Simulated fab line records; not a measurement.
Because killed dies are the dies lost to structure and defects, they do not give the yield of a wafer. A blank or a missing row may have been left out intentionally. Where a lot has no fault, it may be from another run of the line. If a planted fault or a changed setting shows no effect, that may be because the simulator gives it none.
Matching of chambers    flow gf180mcu    3 sister chambers for GF_V5_CVD_02 on pecvd-01
The step deposits SiO2 from TEOS, target thk 1450 nm, time 163.28 s. 6 wafers are shown with their chamber, then 7 later ones without.

## WAFERS WITH THEIR CHAMBER
wafer   chamber  heater_power_w (W)
L593.3  1        622
L594.4  1        600
L607.1  0        640
L607.5  2        721
L611.2  0        595
L611.3  2        787

## WAFERS WITHOUT THEIR CHAMBER
wafer   heater_power_w (W)
L611.5  648
L612.3  780
L612.4  850
L612.5  599
L613.2  838
L613.3  591
L613.5  580

## WHICH CHAMBER EACH ONE RAN IN
wafer   from the rows above      in truth
L611.5  can't be placed: 0 or 1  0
L612.3  2                        2
L612.4  2                        2
L612.5  can't be placed: 1 or 0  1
L613.2  2                        2
L613.3  can't be placed: 1 or 0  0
L613.5  can't be placed: 1 or 0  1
3 of 7 placed correctly. From these rows, 4 cannot be placed; in 4 the true chamber is one of the candidates. 0 placed wrongly.
How it was worked out, from the rows above alone: a wafer's distance from a chamber is the root of the sum, over the readings, of the square of ((its reading less the chamber's mean) divided by the reading's scatter). If the next closest chamber is less than 2 further off than the closest, the wafer can't be placed; otherwise it belongs to the closest. The mean given for a chamber averages the wafers shown for that chamber. The scatter: the root of (the sum of the squares of (reading less its chamber's mean) over the shown wafers, divided by (wafers less chambers)).
